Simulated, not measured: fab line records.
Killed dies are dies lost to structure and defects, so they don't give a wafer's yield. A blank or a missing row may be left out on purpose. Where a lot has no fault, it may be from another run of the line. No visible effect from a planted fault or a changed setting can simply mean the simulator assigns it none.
A lot that was struck, set against a sound lot | flow gf180mcu | 14 steps out of a route of 602
Sound: wafers L793.2, L793.3, L793.6. Wafers L784.1, L784.4, L784.6 were the ones struck. At the end, the cause is stated.
Each step with rows lists, per side, the tool, then ch with its chambers, then its first start. Under that, the readings that differ: sound wafers | struck wafers | difference of the means | sigmas: that difference in standard deviations of wafers without a fault.
alike: a reading whose means differ by less than 2 such deviations, as well as words and numbers matching on both sides. not compared: withheld readings; readings where some wafer has no value; bounds like >300 that might hide an equal value; numbers whose values overlap and for which the record gives no deviation.
Wherever a step has rows on one side only, a row that says differs or no value, or a row with sigmas, the two part there. When numbers do not overlap yet have no deviation, they are printed without sigmas and do not part them. A reading that every wafer of one side lacks parts them only if that side has two wafers or more.

first, 3 steps without rows for these wafers: GF_HV_LDD_EXPOSE_16 (exposes mask Pplus LV AREA, target cd 400 nm); GF_HV_LDD_PEB_17; GF_HV_LDD_DEVELOP_18 (develop time 60 s).
GF_HV_LDD_CD_MEAS_19: target cd 400 nm.
  sound on cd-sem-01 at day 17 07:36; struck on cd-sem-01 at day 14 10:25
  alike: cd-nm
GF_HV_LDD_OVL_MEAS_20:
  sound on overlay-01 at day 17 07:43; struck on overlay-02 at day 14 10:32
  alike: HV_LDD_01_OVL
then, 1 step without rows for these wafers: GF_HV_LDD_IMPLANT_21.
GF_HV_LDD_STRIP_22: strips in O2/N2.
  sound on plasma-asher-02 ch 0,1, day 17 07:53; struck on plasma-asher-03 ch 0,1, day 14 13:08
  alike: drypump-motor-current-A, heater-power-w, oes-product-au, strip-time-to-endpoint-s
  not compared: rf-hours-counter-h
GF_HV_LDD_TW_MEAS_23:
  sound on film-metro-02 at day 17 08:00; struck on film-metro-03 at day 14 13:14
  reading     | sound          | struck         | difference | sigmas
  HV_LDD_2_TW | 1067 1060 1063 | 1023 1025 1029 | -38        | -2
then, 4 steps without rows for these wafers: GF_HV_LDD_DEHYDRATE_24 (time 60 s); GF_HV_LDD_HMDS_25 (prime time 60 s); GF_HV_LDD_COAT_26 (resist thk 1000 nm); GF_HV_LDD_SOFTBAKE_27 (time 60 s).
GF_HV_LDD_EXPOSE_28: exposes mask Nplus HV AREA, target cd 400 nm.
  sound on iline-stepper-02 ch 0, day 17 19:48; struck on iline-stepper-02, day 14 23:57
  no value came back on the struck wafers for exposure-dose-mJ-cm2, focus-offset-nm (nm), reticle-temp-C (C); on the sound wafers exposure-dose-mJ-cm2 reads 139.92 139.97 140.04
  reading                        | sound                | struck               | difference | sigmas
  model.HV_LDD.overlay-y-nm (nm) | 0.7451 0.7451 0.7451 | -1.64 -1.64 -1.64    | -2.39      |
  model.HV_LDD.overlay-x-nm (nm) | -1.087 -1.087 -1.087 | -1.059 -1.059 -1.059 | +0.028     |
  alike: mask
then, 1 step without rows for these wafers: GF_HV_LDD_PEB_29.

WHERE THEY PART
Earliest at GF_HV_LDD_TW_MEAS_23; latest, in this record, at GF_HV_LDD_EXPOSE_28.

WHY: what the simulator had put in
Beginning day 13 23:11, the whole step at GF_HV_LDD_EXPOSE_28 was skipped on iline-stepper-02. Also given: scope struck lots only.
